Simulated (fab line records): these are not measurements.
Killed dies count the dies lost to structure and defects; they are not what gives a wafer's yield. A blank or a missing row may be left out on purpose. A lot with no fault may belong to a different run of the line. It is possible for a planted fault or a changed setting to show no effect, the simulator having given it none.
Matching of chambers + flow gf180mcu + GF_V2_CMP_04 on cmp-02: 4 sister chambers
The step polishes SiO2. 7 wafers are shown with their chamber, then 8 later ones without.

## WAFERS WITH THEIR CHAMBER
| wafer  | chamber | motor current A (A) | time to endpoint s (s) |
|--------|---------|---------------------|------------------------|
| L977.4 | 2       | 12.5                | 93                     |
| L977.6 | 1       | 13.7                | 90                     |
| L981.3 | 3       | 11.1                | 92                     |
| L982.1 | 0       | 11.2                | 85                     |
| L982.5 | 3       | 11.1                | 97                     |
| L982.6 | 0       | 11.0                | 86                     |
| L983.2 | 2       | 13.1                | 77                     |

## WAFERS MISSING THEIR CHAMBER
| wafer  | motor current A (A) | time to endpoint s (s) |
|--------|---------------------|------------------------|
| L983.3 | 12.2                | 72                     |
| L983.4 | 13.8                | 82                     |
| L989.1 | 12.0                | 81                     |
| L989.5 | 12.4                | 79                     |
| L989.6 | 10.8                | 90                     |
| L990.1 | 10.8                | 84                     |
| L990.3 | 11.5                | 77                     |
| L990.4 | 14.4                | 85                     |

## THE CHAMBER EACH PASSED THROUGH
| wafer  | from the rows above          | in truth |
|--------|------------------------------|----------|
| L983.3 | can't be placed: 2 or 0      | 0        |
| L983.4 | 1                            | 1        |
| L989.1 | can't be placed: 2 or 0 or 3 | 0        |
| L989.5 | 2                            | 2        |
| L989.6 | can't be placed: 0 or 3      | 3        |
| L990.1 | can't be placed: 0 or 3      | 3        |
| L990.3 | can't be placed: 0 or 3      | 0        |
| L990.4 | 1                            | 1        |
Placed correctly: 3 of 8. From these rows, 5 cannot be placed; in 5 the true chamber is one of the candidates. Number placed wrongly: 0.
How it was worked out, from the rows above alone: a wafer's distance from a chamber is the root of the sum, over the readings, of the square of ((its reading less the chamber's mean) divided by the reading's scatter). If the next closest chamber is less than 2 further off than the closest, the wafer can't be placed; otherwise it belongs to the closest. The mean given for a chamber averages the wafers shown for that chamber. The scatter is the square root of a quotient: the sum, over the shown wafers, of each reading's squared deviation from its chamber's mean, divided by wafers minus chambers.
